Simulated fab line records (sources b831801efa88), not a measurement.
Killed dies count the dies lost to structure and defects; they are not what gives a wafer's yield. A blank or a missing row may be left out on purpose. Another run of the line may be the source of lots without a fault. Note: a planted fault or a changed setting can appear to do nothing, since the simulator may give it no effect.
fab line records -- flow sky130
record lots=5, wafers=15, last-day=50
route steps=708 shown METAL1@443 VIA1@458 METAL2@483 PAD_OPEN@708
lots that met no fault: taken from a fault-free run of the same line
start-h: hours from the record's opening day to when the first of the lot's shown wafers began -- wait-h: hours from the lot's prior step to this one -- " same as the row above -- L1.1+2: a single row standing in for several wafers -- - either no value or no given start -- * or withheld: withheld -- < > ~ a bound
route shown NAME@n: names a module that has steps shown in the file, with the first one's number in the route -- usual: mean and standard deviation over wafers with no fault -- same: alike in all rows -- chamber/n: place in a boat -- sites: per-site readings -- _std_site: standard deviation across them -- _edge_site: the outer-site mean with the inner-site mean subtracted -- radius-mm: how far each site lies from the wafer's centre -- mask NAME#n: copy n -- behind: the most recent tool/chamber to have shaped the wafer -- hold: the reason the lot was held/the length of the hold in hours/how it ended -- device: whichever transistor did not switch (one of n, p or np) -- end of line: the route-end tests of the same wafers -- a step with no rows: only its recipe -- killed: dies lost to structure and defects at the first sort, not the wafer's yield -- map: per-die view of a wafer (x killed, . not killed, _ where there is no die)
set.NAME: the setting as run; set.NAME@STEP: as run at that earlier step -- model.NAME: the simulator's own value behind a step, which no gauge read
lots seen at some steps along the route; tables by step, rows by wafer
services: when a tool's chamber went out of use (start-h, in hours from the record's first day, below 0 if earlier), for how many hours, and the reason
## steps
# step SKY_METAL1_COAT_09
# recipe resist=BARC, temp-c=withheld, time-s=withheld, spin-rpm=3000, resist-thk-nm=60
# step SKY_METAL1_COAT_10
# recipe resist=KrF-thick, spin-rpm=3000, resist-thk-nm=450
# step SKY_METAL1_SOFTBAKE_11
# recipe temp-c=100, time-s=90, resist=KrF-thick
# step SKY_METAL1_EXPOSE_12
# recipe mask-id=MM1, na=0.8, source-shape=annular, sigma-inner=0.55, sigma-outer=0.85, target-cd-nm=140, dose-mj=28
# step SKY_METAL1_PEB_13
# recipe peb-temp-c=withheld, peb-time-s=withheld, resist=KrF-thick
# step SKY_METAL1_DEVELOP_14
# recipe develop-time-s=60, resist=KrF-thick, dev-temp-c=21
# step SKY_METAL1_CD_MEAS_15
# recipe target-cd-nm=140
# usual cd-nm=140.1/1.3
lot.wafer,tool,chamber,start-h,wait-h,cd-nm
L960.2,cd-sem-02,-,766.06,-,138.2
L960.4,cd-sem-02,-,766.06,-,138.0
L960.5,cd-sem-02,-,766.06,-,139.0
L961.2,cd-sem-02,-,770.76,-,141.2
L961.4,cd-sem-02,-,770.76,-,139.6
L961.5,cd-sem-02,-,770.76,-,141.2
L966.4,cd-sem-02,-,821.60,-,139.3
L966.5,cd-sem-02,-,821.60,-,140.6
L966.6,cd-sem-02,-,821.60,-,137.0
L978.1,cd-sem-02,-,909.34,-,140.6
L978.4,cd-sem-02,-,909.34,-,140.3
L978.6,cd-sem-02,-,909.34,-,141.0
L981.1,cd-sem-01,-,923.34,-,140.1
L981.4,cd-sem-01,-,923.34,-,141.4
L981.5,cd-sem-01,-,923.34,-,142.0
# step SKY_METAL1_OVL_MEAS_16
# usual METAL1_OVL=0/6
lot.wafer,tool,chamber,start-h,wait-h,METAL1_OVL[nm]
L960.2,overlay-01,-,766.17,0.1,-12
L960.4,overlay-01,-,766.17,0.1,-8
L960.5,overlay-01,-,766.17,0.1,-10
L961.2,overlay-02,-,770.87,0.1,10
L961.4,overlay-02,-,770.87,0.1,9
L961.5,overlay-02,-,770.87,0.1,10
L966.4,overlay-02,-,821.68,0.1,7
L966.5,overlay-02,-,821.68,0.1,9
L966.6,overlay-02,-,821.68,0.1,9
L978.1,overlay-02,-,909.46,0.1,-7
L978.4,overlay-02,-,909.46,0.1,-3
L978.6,overlay-02,-,909.46,0.1,-6
L981.1,overlay-01,-,923.46,0.1,6
L981.4,overlay-01,-,923.46,0.1,4
L981.5,overlay-01,-,923.46,0.1,6
# step SKY_METAL1_DESCUM_17
# recipe chemistry=O2, source-power-w=150, bias-power-w=0, pressure-mtorr=10, temp-c=40, time-s=8
# step SKY_METAL1_ETCH_18
# recipe chemistry=N2/H2, target=BARC, ion-energy-ev=200, bias-w=100, pressure-mtorr=30, n2-flow-sccm=100, h2-flow-sccm=200, icp-w=500, stop-on=SiO2, time-s=45.9, target-depth-a=600
# usual drypump-motor-current-A=5.7/0.53, oes-product-au=0.853/0.0053, throttle-valve-pct=13.225/0.0082
lot.wafer,tool,chamber,start-h,wait-h,drypump-motor-current-A,oes-product-au,rf-hours-counter-h,throttle-valve-pct
L960.2,rie-metal-02,0,766.23,0.0,6.6,0.845,15,13.225
L960.4,rie-metal-02,0,766.23,0.0,6.6,0.852,-,13.221
L960.5,rie-metal-02,0,766.23,0.0,6.6,0.857,-,13.226
L961.2,rie-metal-04,1,770.93,0.0,6.0,0.849,4,13.225
L961.4,rie-metal-04,0,770.93,0.0,6.0,0.858,-,13.215
L961.5,rie-metal-04,0,770.93,0.0,6.0,0.849,-,13.220
L966.4,rie-metal-03,0,821.75,0.0,5.6,0.854,-,13.223
L966.5,rie-metal-03,0,821.75,0.0,5.6,0.855,-,13.240
L966.6,rie-metal-03,1,821.75,0.0,4.7,0.863,-,13.232
L978.1,rie-metal-02,1,909.53,0.0,5.5,0.857,17,13.214
L978.4,rie-metal-02,1,909.53,0.0,5.5,0.850,-,13.223
L978.6,rie-metal-02,1,909.53,0.0,5.5,0.859,-,13.225
L981.1,rie-metal-04,1,923.52,0.0,6.0,0.847,10,13.213
L981.4,rie-metal-04,1,923.52,0.0,6.0,0.856,-,13.230
L981.5,rie-metal-04,1,923.52,0.0,6.0,0.854,-,13.214
# step SKY_METAL1_METAL_ETCH_19
# recipe target-depth-a=3600, stop-on=SiO2, over-etch-frac=0.3, time-s=78, chemistry=Cl2/BCl3, resist-sidewall-deg=88, pressure-mtorr=10, icp-w=900, bias-w=48.5, Cl2_flow_sccm=60, bcl3-flow-sccm=30
# usual drypump-motor-current-A=5.7/0.53, oes-product-au=0.855/0.0058, throttle-valve-pct=22.264/0.0092
lot.wafer,tool,chamber,start-h,wait-h,drypump-motor-current-A,oes-product-au,rf-hours-counter-h,throttle-valve-pct
L960.2,rie-metal-02,0,766.29,0.0,6.6,0.862,15,22.262
L960.4,rie-metal-02,0,766.29,0.0,6.6,0.851,-,22.270
L960.5,rie-metal-02,0,766.29,0.0,6.6,0.857,-,22.250
L961.2,rie-metal-04,1,770.99,0.0,6.0,0.852,4,22.273
L961.4,rie-metal-04,0,770.99,0.0,6.0,0.853,-,22.270
L961.5,rie-metal-04,0,770.99,0.0,6.0,0.854,-,22.257
L966.4,rie-metal-03,0,821.82,0.1,5.6,0.860,-,22.254
L966.5,rie-metal-03,0,821.82,0.1,5.6,0.870,-,22.257
L966.6,rie-metal-03,1,821.82,0.1,4.7,0.860,-,22.260
L978.1,rie-metal-02,1,909.59,0.0,5.5,0.858,17,22.255
L978.4,rie-metal-02,1,909.59,0.0,5.5,0.845,-,22.266
L978.6,rie-metal-02,1,909.59,0.0,5.5,0.851,-,22.269
L981.1,rie-metal-04,1,923.59,0.0,5.9,0.859,10,22.267
L981.4,rie-metal-04,1,923.59,0.0,5.9,0.860,-,22.252
L981.5,rie-metal-04,1,923.59,0.0,6.0,0.855,-,22.270
# step SKY_METAL1_STRIP_20
# recipe chemistry=O2/N2, power-w=1400, pressure-mtorr=1500, platen-temp-c=withheld, o2-flow-sccm=3000, n2-flow-sccm=300, overash-fraction=0.5
# step SKY_METAL1_STRIP_21
# recipe chemistry=post-etch-residue-remover, time-s=1200, temp-c=72.5
# usual temp-c=72.49/0.12
lot.wafer,tool,chamber,start-h,wait-h,temp-c
L960.2,wet-bench-02,2,766.48,0.1,72.48
L960.4,wet-bench-02,2,766.48,0.1,72.38
L960.5,wet-bench-02,2,766.48,0.1,72.56
L961.2,wet-bench-04,2,771.18,0.1,72.56
L961.4,wet-bench-04,2,771.18,0.1,72.54
L961.5,wet-bench-04,2,771.18,0.1,72.67
L966.4,wet-bench-01,0,821.98,0.0,72.59
L966.5,wet-bench-01,0,821.98,0.0,72.70
L966.6,wet-bench-01,0,821.98,0.0,72.44
L978.1,wet-bench-02,0,909.78,0.1,72.41
L978.4,wet-bench-02,0,909.78,0.1,72.38
L978.6,wet-bench-02,0,909.78,0.1,72.63
L981.1,wet-bench-01,0,923.78,0.1,72.34
L981.4,wet-bench-01,0,923.78,0.1,72.56
L981.5,wet-bench-01,0,923.78,0.1,72.39
# step SKY_METAL1_CLEAN_22
# recipe chemistry=IPA, time-s=180, temp-c=25
# step SKY_METAL1_CLEAN_23
# recipe chemistry=O3/DIW, dry=n2-spin
# step SKY_VIA1_HDPCVD_00
# recipe material=SiO2, target-thk-nm=1030, sigma-open-frac=0.3, time-s=171.7, temp-c=400, sih4-flow-sccm=60, pressure-mtorr=6
# step SKY_VIA1_THK_MEAS_01
# recipe reads=SiO2_of_VIA1_HDPCVD_00
# usual VIA1_HDPCVD_THK=1030/10
lot.wafer,tool,chamber,start-h,wait-h,VIA1_HDPCVD_THK[nm]
L960.2,film-metro-04,-,767.10,0.1,1031
L960.4,film-metro-04,-,767.10,0.1,1028
L960.5,film-metro-04,-,767.10,0.1,1016
L961.2,film-metro-01,-,772.21,0.1,1029
L961.4,film-metro-01,-,772.21,0.1,1027
L961.5,film-metro-01,-,772.21,0.1,1033
L966.4,film-metro-04,-,822.62,0.0,1043
L966.5,film-metro-04,-,822.62,0.0,1031
L966.6,film-metro-04,-,822.62,0.0,1034
L978.1,film-metro-01,-,910.39,0.1,1040
L978.4,film-metro-01,-,910.39,0.1,1026
L978.6,film-metro-01,-,910.39,0.1,1022
L981.1,film-metro-04,-,924.39,0.1,1029
L981.4,film-metro-04,-,924.39,0.1,1028
L981.5,film-metro-04,-,924.39,0.1,1015
# step SKY_VIA1_CMP_02
# recipe material=SiO2, down-force-psi=4, platen-rpm=60, pad-velocity-m-s=0.94248
# step SKY_VIA1_BOW_MEAS_03
# recipe mode=bow
# usual VIA1_BOW=81/7.3
lot.wafer,tool,chamber,start-h,wait-h,VIA1_BOW[um]
L960.2,film-metro-02,-,767.47,0.2,80
L960.4,film-metro-02,-,767.47,0.2,80
L960.5,film-metro-02,-,767.47,0.2,85
L961.2,film-metro-02,-,772.58,0.2,93
L961.4,film-metro-02,-,772.58,0.2,73
L961.5,film-metro-02,-,772.58,0.2,73
L966.4,film-metro-02,-,823.01,0.3,75
L966.5,film-metro-02,-,823.01,0.3,72
L966.6,film-metro-02,-,823.01,0.3,81
L978.1,film-metro-01,-,910.75,0.1,91
L978.4,film-metro-01,-,910.75,0.1,89
L978.6,film-metro-01,-,910.75,0.1,73
L981.1,film-metro-02,-,924.75,0.1,65
L981.4,film-metro-02,-,924.75,0.1,72
L981.5,film-metro-02,-,924.75,0.1,71
# step SKY_VIA1_DEHYDRATE_04
# recipe temp-c=200, time-s=60
# step SKY_VIA1_HMDS_05
# recipe prime-time-s=60, prime-temp-c=120
# step SKY_VIA1_COAT_06
# recipe resist=BARC, temp-c=withheld, time-s=withheld, spin-rpm=3000, resist-thk-nm=60
# step SKY_VIA1_COAT_07
# recipe resist=KrF-thick, spin-rpm=3000, resist-thk-nm=450
# step SKY_VIA1_SOFTBAKE_08
# recipe temp-c=100, time-s=90, resist=KrF-thick
# step SKY_VIA1_EXPOSE_09
# recipe mask-id=VIM, na=0.8, source-shape=annular, sigma-inner=0.55, sigma-outer=0.85, target-cd-nm=150, dose-mj=38
# step SKY_VIA1_PEB_10
# recipe peb-temp-c=withheld, peb-time-s=withheld, resist=KrF-thick
# step SKY_VIA1_DEVELOP_11
# recipe develop-time-s=60, resist=KrF-thick, dev-temp-c=21
# step SKY_VIA1_CD_MEAS_12
# recipe target-cd-nm=150
# usual cd-nm=149.9/2
lot.wafer,tool,chamber,start-h,wait-h,cd-nm
L960.2,cd-sem-02,-,794.51,-,153.0
L960.4,cd-sem-02,-,794.51,-,151.6
L960.5,cd-sem-02,-,794.51,-,150.0
L961.2,cd-sem-01,-,800.64,-,149.8
L961.4,cd-sem-01,-,800.64,-,150.5
L961.5,cd-sem-01,-,800.64,-,149.7
L966.4,cd-sem-02,-,850.15,-,149.3
L966.5,cd-sem-02,-,850.15,-,151.0
L966.6,cd-sem-02,-,850.15,-,149.2
L978.1,cd-sem-02,-,935.24,-,149.4
L978.4,cd-sem-02,-,935.24,-,150.1
L978.6,cd-sem-02,-,935.24,-,148.9
L981.1,cd-sem-02,-,949.15,-,149.3
L981.4,cd-sem-02,-,949.15,-,149.8
L981.5,cd-sem-02,-,949.15,-,151.3
# step SKY_VIA1_OVL_MEAS_13
# usual VIA1_OVL=1/5
lot.wafer,tool,chamber,start-h,wait-h,VIA1_OVL[nm]
L960.2,overlay-02,-,794.62,0.1,3
L960.4,overlay-02,-,794.62,0.1,6
L960.5,overlay-02,-,794.62,0.1,-2
L961.2,overlay-02,-,800.75,0.1,1
L961.4,overlay-02,-,800.75,0.1,-1
L961.5,overlay-02,-,800.75,0.1,-2
L966.4,overlay-02,-,850.23,0.1,6
L966.5,overlay-02,-,850.23,0.1,3
L966.6,overlay-02,-,850.23,0.1,-4
L978.1,overlay-01,-,935.36,0.1,-5
L978.4,overlay-01,-,935.36,0.1,-1
L978.6,overlay-01,-,935.36,0.1,-9
L981.1,overlay-01,-,949.27,0.1,-2
L981.4,overlay-01,-,949.27,0.1,-7
L981.5,overlay-01,-,949.27,0.1,-5
# step SKY_VIA1_ETCH_14
# recipe chemistry=N2/H2, target=BARC, ion-energy-ev=200, source-w=500, bias-w=100, pressure-mtorr=30, n2-flow-sccm=100, h2-flow-sccm=200, stop-on=SiO2, time-s=45.9, target-depth-a=600
# usual drypump-motor-current-A=5.8/0.41, oes-product-au=0.856/0.0051, throttle-valve-pct=13.224/0.0089
lot.wafer,tool,chamber,start-h,wait-h,drypump-motor-current-A,oes-product-au,rf-hours-counter-h,throttle-valve-pct
L960.2,rie-diel-01,3,794.65,0.0,6.5,0.862,3,13.215
L960.4,rie-diel-01,0,794.65,0.0,5.8,0.848,-,13.234
L960.5,rie-diel-01,3,794.65,0.0,6.5,0.856,-,13.238
L961.2,rie-diel-02,0,800.78,0.0,5.3,0.859,16,13.240
L961.4,rie-diel-02,1,800.78,0.0,5.9,0.858,-,13.220
L961.5,rie-diel-02,2,800.78,0.0,6.2,0.855,-,13.222
L966.4,rie-diel-01,3,850.27,0.0,6.5,0.858,-,13.200
L966.5,rie-diel-01,2,850.27,0.0,5.6,0.857,-,13.221
L966.6,rie-diel-01,1,850.27,0.0,6.2,0.851,-,13.231
L978.1,rie-diel-04,1,935.40,0.0,5.1,0.850,12,13.225
L978.4,rie-diel-04,3,935.40,0.0,5.4,0.853,5,13.232
L978.6,rie-diel-04,3,935.40,0.0,5.4,0.849,-,13.215
L981.1,rie-diel-01,0,949.31,0.0,5.8,0.848,3,13.228
L981.4,rie-diel-01,2,949.31,0.0,5.6,0.849,2,13.229
L981.5,rie-diel-01,2,949.31,0.0,5.6,0.851,-,13.229
# step SKY_VIA1_ETCH_15
# recipe target=SiO2, chemistry=C4F8/O2/Ar, target-depth-nm=351, stop-on=TiN, mask-material=KrF-thick, source-w=1500, bias-w=1200, pressure-mtorr=40, c4f8-flow-sccm=withheld, O2_flow_sccm=6, Ar_flow_sccm=300, time-s=54
# step SKY_VIA1_STRIP_16
# recipe chemistry=O2/N2, power-w=1400, pressure-mtorr=1500, platen-temp-c=withheld, o2-flow-sccm=3000, n2-flow-sccm=300, overash-fraction=0.5
# step SKY_VIA1_STRIP_17
# recipe chemistry=post-etch-residue-remover, time-s=1200, temp-c=72.5
# step SKY_VIA1_CLEAN_18
# recipe chemistry=IPA, time-s=180, temp-c=25
# step SKY_VIA1_CLEAN_19
# recipe chemistry=O3/DIW, dry=n2-spin
# step SKY_VIA1_SPUTTER_20
# recipe material=TiN, target-thk-nm=20, chamber-pressure-pa=5, power-w=4000, time-s=80
# step SKY_VIA1_CVD_21
# recipe material=W, target-thk-nm=270, time-s=80.902, temp-c=400, pressure-torr=40
# step SKY_VIA1_RS_MEAS_22
# recipe thk-meas-gauge=four-point-probe, reads=W_of_VIA1_CVD_21+TiN_of_VIA1_SPUTTER_20
# usual VIA1_W_RS=0.427/0.0063
lot.wafer,tool,chamber,start-h,wait-h,VIA1_W_RS[ohm/sq]
L960.2,film-metro-02,-,795.62,0.1,0.420
L960.4,film-metro-02,-,795.62,0.1,0.419
L960.5,film-metro-02,-,795.62,0.1,0.430
L961.2,film-metro-04,-,801.67,0.1,0.428
L961.4,film-metro-04,-,801.67,0.1,0.432
L961.5,film-metro-04,-,801.67,0.1,0.429
L966.4,film-metro-01,-,851.15,0.1,0.424
L966.5,film-metro-01,-,851.15,0.1,0.433
L966.6,film-metro-01,-,851.15,0.1,0.416
L978.1,film-metro-04,-,936.23,0.1,0.435
L978.4,film-metro-04,-,936.23,0.1,0.435
L978.6,film-metro-04,-,936.23,0.1,0.427
L981.1,film-metro-02,-,950.17,0.1,0.431
L981.4,film-metro-02,-,950.17,0.1,0.427
L981.5,film-metro-02,-,950.17,0.1,0.426
# step SKY_VIA1_THK_MEAS_23
# recipe thk-meas-gauge=xrf, reads=W_of_VIA1_CVD_21
# usual VIA1_W_THK=277/5
lot.wafer,tool,chamber,start-h,wait-h,VIA1_W_THK[nm]
L960.2,film-metro-02,-,795.73,0.1,276
L960.4,film-metro-02,-,795.73,0.1,277
L960.5,film-metro-02,-,795.73,0.1,270
L961.2,film-metro-04,-,801.78,0.1,277
L961.4,film-metro-04,-,801.78,0.1,275
L961.5,film-metro-04,-,801.78,0.1,277
L966.4,film-metro-01,-,851.24,0.1,281
L966.5,film-metro-01,-,851.24,0.1,274
L966.6,film-metro-01,-,851.24,0.1,285
L978.1,film-metro-04,-,936.35,0.1,273
L978.4,film-metro-04,-,936.35,0.1,273
L978.6,film-metro-04,-,936.35,0.1,276
L981.1,film-metro-02,-,950.29,0.1,273
L981.4,film-metro-02,-,950.29,0.1,276
L981.5,film-metro-02,-,950.29,0.1,276
# step SKY_VIA1_CMP_24
# recipe stop-on=SiO2, t-overpolish-s=15, down-force-psi=3.5, platen-rpm=60, target-thk-nm=0, pad-velocity-m-s=0.94248
# usual motor-current-A=11.3/1.2, overpolish-run-s=15.001/0.0093, time-to-endpoint-s=64.0/2.8
lot.wafer,tool,chamber,start-h,wait-h,motor-current-A,overpolish-run-s,time-to-endpoint-s
L960.2,cmp-02,3,795.78,0.0,11.7,14.996,63.8
L960.4,cmp-02,0,795.78,0.0,12.0,15.003,65.7
L960.5,cmp-02,3,795.78,0.0,11.0,14.994,67.3
L961.4,cmp-01,2,801.83,0.0,10.4,15.002,65.0
L961.2,cmp-01,3,801.83,0.0,13.5,14.999,64.0
L961.5,cmp-01,2,801.83,0.0,9.9,15.005,67.3
L966.4,cmp-01,3,851.27,0.0,13.2,14.994,64.9
L966.5,cmp-01,3,851.27,0.0,12.9,15.010,66.7
L966.6,cmp-01,0,851.27,0.0,10.5,15.000,70.5
L978.4,cmp-01,1,936.46,0.1,10.5,15.001,60.5
L978.1,cmp-01,3,936.46,0.1,12.4,15.007,61.0
L978.6,cmp-01,1,936.46,0.1,11.1,15.017,61.1
L981.4,cmp-01,2,950.35,0.0,9.7,15.009,64.5
L981.1,cmp-01,3,950.35,0.0,13.2,15.008,59.6
L981.5,cmp-01,2,950.35,0.0,10.4,14.998,63.2
# step SKY_METAL2_SPUTTER_00
# recipe material=Ti, target-thk-nm=15, power-w=3000, time-s=10, chamber-pressure-pa=0.4
# usual cathode-dc-power-W=3000.0/0.52, throttle-valve-pct=30.2/1.1
lot.wafer,tool,chamber,start-h,wait-h,cathode-dc-power-W,throttle-valve-pct
L960.2,pvd-sputter-03,-,796.08,0.2,3000.4,32.1
L960.4,pvd-sputter-03,-,796.08,0.2,3000.2,28.9
L960.5,pvd-sputter-03,-,796.08,0.2,3000.3,29.1
L961.2,pvd-sputter-03,-,802.13,0.2,2999.7,31.1
L961.4,pvd-sputter-03,-,802.13,0.2,2999.8,29.3
L961.5,pvd-sputter-03,-,802.13,0.2,2999.4,29.3
L966.4,pvd-sputter-03,-,851.57,0.2,3000.0,29.1
L966.5,pvd-sputter-03,-,851.57,0.2,2999.8,31.9
L966.6,pvd-sputter-03,-,851.57,0.2,3000.4,29.4
L978.1,pvd-sputter-03,-,936.71,0.1,3000.0,30.5
L978.4,pvd-sputter-03,-,936.71,0.1,2999.9,31.9
L978.6,pvd-sputter-03,-,936.71,0.1,3000.1,30.6
L981.1,pvd-sputter-02,-,950.65,0.2,3000.2,30.2
L981.4,pvd-sputter-02,-,950.65,0.2,2999.9,30.8
L981.5,pvd-sputter-02,-,950.65,0.2,2999.7,30.0
# step SKY_METAL2_SPUTTER_01
# recipe material=TiN, target-thk-nm=20, power-w=6500, time-s=16.7, chamber-pressure-pa=0.4
# step SKY_PAD_OPEN_PROBE_99
# usual defect-limited-yield=82.5/1.9, killed_at_M0_to_M3=44/6.4, killed_at_M4_up=3.4/2.1, killed-at-contacts=23/5, killed-at-front-end=15/4.5, killed-at-other=0.3/0.54, killed-dies=86/9.5, killed-open=48/6.9, killed-short=38/5.9, sort_bin_3_pad_short=0.8/0.44, sort_bin_5_function=10.5/1.6, sort_bin_6_memory=6.1/1.1, sort-n-pass=406/9.5, sort-yield-pct=82.5/1.9
# same gross-dies=492, killed-at-back-side=0, sort_bin_4_leakage[%]=0, sort_bin_8_speed[%]=0
lot.wafer,tool,chamber,start-h,wait-h,defect-limited-yield[%],killed_at_M0_to_M3,killed_at_M4_up,killed-at-contacts,killed-at-front-end,killed-at-other,killed-dies,killed-open,killed-short,sort_bin_3_pad_short[%],sort_bin_5_function[%],sort_bin_6_memory[%],sort-n-pass,sort-yield-pct[%],model.etest.tester.sort-n-pass,model.etest.tester.sort-yield-pct,model.etest.tester.sort_bin_5_pct,model.etest.tester.sort_bin_3_pct
L960.2,prober-02,-,1078.53,0.1,81.3,49,2,25,16,0,92,41,51,0.6,12.4,5.7,400,81.3,400,81.3,12.4,0.6098
L960.4,prober-02,-,1078.63,0.2,78.7,46,5,33,21,0,105,58,47,1.0,13.2,7.1,387,78.7,387,78.66,13.21,1.016
L960.5,prober-02,-,1078.68,0.2,82.3,45,3,23,16,0,87,47,40,1.2,9.6,6.9,405,82.3,405,82.32,9.553,1.22
L978.1,prober-02,-,1178.83,0.1,70.3,110,5,20,11,0,146,42,35,4.9,19.1,5.7,346,70.3,346,70.33,19.11,4.878
L978.4,prober-02,-,1178.98,0.2,75.2,91,1,17,13,0,122,32,23,5.3,14.2,5.3,370,75.2,370,75.2,14.23,5.285
L978.6,prober-02,-,1179.08,0.2,75.2,99,3,16,4,0,122,31,23,5.3,14.0,5.5,370,75.2,370,75.2,14.02,5.285
L981.1,prober-01,-,1190.05,0.1,83.3,44,5,16,16,1,82,45,37,0.6,8.7,7.3,410,83.3,410,83.33,8.74,0.6098
L981.4,prober-01,-,1190.20,0.2,82.7,48,6,23,7,1,85,53,32,0.4,9.1,7.7,407,82.7,407,82.72,9.146,0.4065
L981.5,prober-01,-,1190.25,0.2,83.7,33,1,27,19,0,80,45,35,0.6,12.4,3.3,412,83.7,412,83.74,12.4,0.6098
# killed by level:class
L960.2 VIA1:geometric-particle:open=10 FIELD_ISO:geometric-particle:short=9 VIA3:geometric-particle:short=8 CONTACT:geometric-particle:open=8 VIA1:geometric-particle:short=7 VIA2:geometric-particle:open=7 LI_CONTACT:geometric-particle:open=5 LOCAL_INTERCONNECT:geometric-particle:short=5
L960.4 VIA1:geometric-particle:open=12 LI_CONTACT:geometric-particle:open=11 VIA2:geometric-particle:open=8 CONTACT:geometric-particle:short=7 CONTACT:geometric-particle:open=7 FIELD_ISO:geometric-particle:open=6 METAL1:geometric-particle:short=6 METAL2:geometric-particle:short=6
L960.5 VIA3:geometric-particle:short=10 VIA3:geometric-particle:open=9 VIA1:geometric-particle:open=8 LI_CONTACT:geometric-particle:open=7 CONTACT:geometric-particle:short=6 CONTACT:geometric-particle:open=6 VIA2:geometric-particle:open=6 FIELD_ISO:geometric-particle:open=5
L978.1 METAL1:unspecified=69 VIA3:geometric-particle:open=8 VIA1:geometric-particle:open=7 LI_CONTACT:geometric-particle:open=5 CONTACT:geometric-particle:open=5 CONTACT:geometric-particle:short=5 METAL1:geometric-particle:short=5 METAL2:geometric-particle:short=5
L978.4 METAL1:unspecified=67 LI_CONTACT:geometric-particle:open=7 VIA1:geometric-particle:open=6 FIELD_ISO:geometric-particle:short=5 CONTACT:geometric-particle:open=5 METAL1:geometric-particle:short=4 POLY_GATE:geometric-particle:open=3 VIA3:geometric-particle:open=3
L978.6 METAL1:unspecified=68 VIA2:geometric-particle:open=6 CONTACT:geometric-particle:open=5 METAL2:geometric-particle:short=5 VIA3:geometric-particle:open=5 LI_CONTACT:geometric-particle:open=4 VIA1:geometric-particle:open=4 VIA3:geometric-particle:short=4
L981.1 VIA1:geometric-particle:open=12 VIA3:geometric-particle:open=7 VIA2:geometric-particle:open=6 LOCAL_INTERCONNECT:geometric-particle:short=6 CONTACT:geometric-particle:open=5 POLY_GATE:geometric-particle:short=4 METAL4:geometric-particle:short=4 METAL3:geometric-particle:short=3
L981.4 CONTACT:geometric-particle:open=12 VIA1:geometric-particle:open=10 VIA2:geometric-particle:open=9 VIA3:geometric-particle:open=9 VIA1:geometric-particle:short=6 METAL2:geometric-particle:short=5 CONTACT:geometric-particle:short=4 METAL1:geometric-particle:short=4
L981.5 CONTACT:geometric-particle:open=10 LOCAL_INTERCONNECT:geometric-particle:short=8 VIA1:geometric-particle:open=8 VIA2:geometric-particle:open=8 FIELD_ISO:geometric-particle:short=6 VIA3:geometric-particle:open=5 CONTACT:geometric-particle:short=5 VIA1:geometric-particle:short=4
# map L978.1 (x killed, . not)
__________.........._________
________x.xx.x...xx.x._______
______......x.x...x....._____
_____x...................____
____......x...x...x.x..xx.___
___.xx.....x.......x....x.x__
__x..xx.......xx.......x...._
_..x.........xx......x.x.....
_............xxxxxx...x....x.
_......x...xxxxxxxxx.x.......
_..x...xx..xxxxxxxxxxx...x...
_..x.x.....xxxxxxxxxxxx......
_...........xxxxxxxxxx.......
_.......x...xxxxxxxxxx......x
_.........x.xxxxxxx.xx.......
__x.xx.xx......xxxx.xx.x...._
___..x.x.x...x..xxxx.......__
____...x......x...........___
_____.x..........x.x..x..____
______..x..............._____
________..x.....x...x._______
__________.xx......._________
# map L960.4 (x killed, . not)
__________.x....x..x_________
________...xx..x....xx_______
______...x..x.xx.x.x.x.._____
_____x..x...x....x....x..____
____.....xx......x..x.....___
___..x.....xxx.......x..x..__
__.x..x...x................x_
_.....x..x...............xx..
_...........x............x.x.
_.......x..x..xx.x...x.......
_..x...x.....x............x..
_.........xxx...x..x........x
_x...x..xx....x....xx.x....x.
_...........x...x......x..x..
_.............x........x....x
__xx....xxx.x......x....x..._
___x........xx......x...xx.__
____..........xxx.....x...___
_____.......x......x.....____
______.x.x..x..........._____
________x.xx..x..x...._______
__________x..x....xx_________
## services
tool,chamber,start-h,hours,kind
cmp-02,-,744.76,4.0,pm
pvd-sputter-03,-,752.22,4.7,repair
pvd-sputter-03,-,768.96,12.4,repair
rie-diel-02,2,773.54,4.8,repair
rie-metal-03,-,777.81,0.6,repair
rie-diel-01,1,783.46,3.8,repair
rie-metal-02,-,789.98,0.7,repair
rie-diel-02,2,792.14,6.0,repair
cmp-02,-,796.94,5.2,pm
rie-diel-02,3,800.50,8.5,repair
cmp-01,-,803.08,0.3,repair
cmp-02,-,804.06,1.7,repair
rie-metal-02,0,805.95,20.4,repair
cmp-01,-,812.12,0.4,repair
pvd-sputter-02,-,824.34,1.9,repair
rie-metal-03,-,828.80,0.4,repair
cmp-02,-,846.72,5.8,pm
pvd-sputter-03,-,852.95,9.3,repair
cmp-02,-,853.66,3.9,repair
rie-diel-04,-,861.17,4.3,pm
rie-metal-02,0,883.75,9.9,repair
rie-diel-01,3,902.38,2.9,repair
cmp-01,-,912.26,4.0,pm
rie-metal-02,-,938.92,0.7,repair
## key
first-sign step=SKY_PAD_OPEN_PROBE_99, reading=sort_bin_3_pad_short, direction=up, sigmas=9.7, usual=0.8, struck=5.1
effect step=SKY_PAD_OPEN_PROBE_99, reading=killed_at_M0_to_M3, direction=up, sigmas=8.8, usual=44, struck=100
model-effect step=SKY_PAD_OPEN_PROBE_99, value=etest.tester.sort-n-pass, without=421.3, struck=362
met-at SKY_METAL1_STRIP_21
struck-wafers L978.1,L978.4,L978.6
also-fits SKY_METAL1_ETCH_18:rie-metal-02,SKY_METAL1_METAL_ETCH_19:rie-metal-02,SKY_VIA1_ETCH_14:rie-diel-04,SKY_METAL2_SPUTTER_00:pvd-sputter-03
fault kind=chamber-particle-source, tool=wet-bench-02, chamber=0, onset-h=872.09, steps=SKY_METAL1_STRIP_21, rate-per-visit-cm2=2.1154, end-h=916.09
